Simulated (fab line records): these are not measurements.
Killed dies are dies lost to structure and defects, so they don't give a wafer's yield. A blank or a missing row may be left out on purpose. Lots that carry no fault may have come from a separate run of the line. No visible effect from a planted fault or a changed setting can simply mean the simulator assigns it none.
Chamber matching :: flow sky130 :: 4 sister chambers for SKY_VIA1_CMP_02 on cmp-02
The step polishes SiO2. 18 wafers are shown with their chamber, then 9 later ones without.

== WAFERS WITH THEIR CHAMBER ==
wafer: L075.3
chamber: 0
motorCurrentA (A): 11.5

wafer: L075.5
chamber: 1
motorCurrentA (A): 11.3

wafer: L075.6
chamber: 0
motorCurrentA (A): 12.0

wafer: L080.1
chamber: 0
motorCurrentA (A): 11.5

wafer: L080.2
chamber: 1
motorCurrentA (A): 11.9

wafer: L080.3
chamber: 3
motorCurrentA (A): 12.0

wafer: L084.1
chamber: 0
motorCurrentA (A): 11.7

wafer: L084.3
chamber: 2
motorCurrentA (A): 13.0

wafer: L084.4
chamber: 1
motorCurrentA (A): 11.5

wafer: L088.1
chamber: 2
motorCurrentA (A): 12.6

wafer: L088.5
chamber: 0
motorCurrentA (A): 11.5

wafer: L088.6
chamber: 1
motorCurrentA (A): 11.4

wafer: L089.1
chamber: 0
motorCurrentA (A): 11.9

wafer: L089.5
chamber: 3
motorCurrentA (A): 12.3

wafer: L089.6
chamber: 2
motorCurrentA (A): 12.9

wafer: L090.2
chamber: 2
motorCurrentA (A): 13.2

wafer: L090.3
chamber: 0
motorCurrentA (A): 12.4

wafer: L090.4
chamber: 3
motorCurrentA (A): 11.7

SIGNATURES (averages over the wafers above)
reading: motorCurrentA
chamber 0: 11.786
chamber 1: 11.525
chamber 2: 12.925
chamber 3: 12.000
scatter within a chamber: 0.3
Rule: for a wafer and a chamber, the distance is found by dividing, reading by reading, the gap between the wafer's reading and the chamber's mean by the reading's scatter, squaring, summing and taking the root. If the next closest chamber is less than 2 further off than the closest, the wafer can't be placed; otherwise it belongs to the closest. The scatter is the square root of a quotient: the sum, over the shown wafers, of each reading's squared deviation from its chamber's mean, divided by wafers minus chambers.

== WAFERS WITHOUT THEIR CHAMBER ==
wafer: L091.1
motorCurrentA (A): 12.6

wafer: L091.2
motorCurrentA (A): 13.6

wafer: L091.4
motorCurrentA (A): 12.3

wafer: L094.1
motorCurrentA (A): 11.6

wafer: L094.2
motorCurrentA (A): 12.2

wafer: L094.6
motorCurrentA (A): 13.8

wafer: L096.1
motorCurrentA (A): 13.4

wafer: L096.3
motorCurrentA (A): 12.3

wafer: L096.4
motorCurrentA (A): 12.4

== THE CHAMBER EACH PASSED THROUGH ==
wafer: L091.1
from the rows above: can't be placed: 2 or 3 or 0
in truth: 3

wafer: L091.2
from the rows above: 2
in truth: 2

wafer: L091.4
from the rows above: can't be placed: 3 or 0 or 2 or 1
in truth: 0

wafer: L094.1
from the rows above: can't be placed: 1 or 0 or 3
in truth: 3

wafer: L094.2
from the rows above: can't be placed: 3 or 0 or 1 or 2
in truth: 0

wafer: L094.6
from the rows above: 2
in truth: 2

wafer: L096.1
from the rows above: 2
in truth: 2

wafer: L096.3
from the rows above: can't be placed: 3 or 0 or 2 or 1
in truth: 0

wafer: L096.4
from the rows above: can't be placed: 3 or 2 or 0 or 1
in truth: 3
3 of 9 placed correctly. These rows do not allow placing 6 (true chamber among the candidates in 6). 0 placed wrongly.
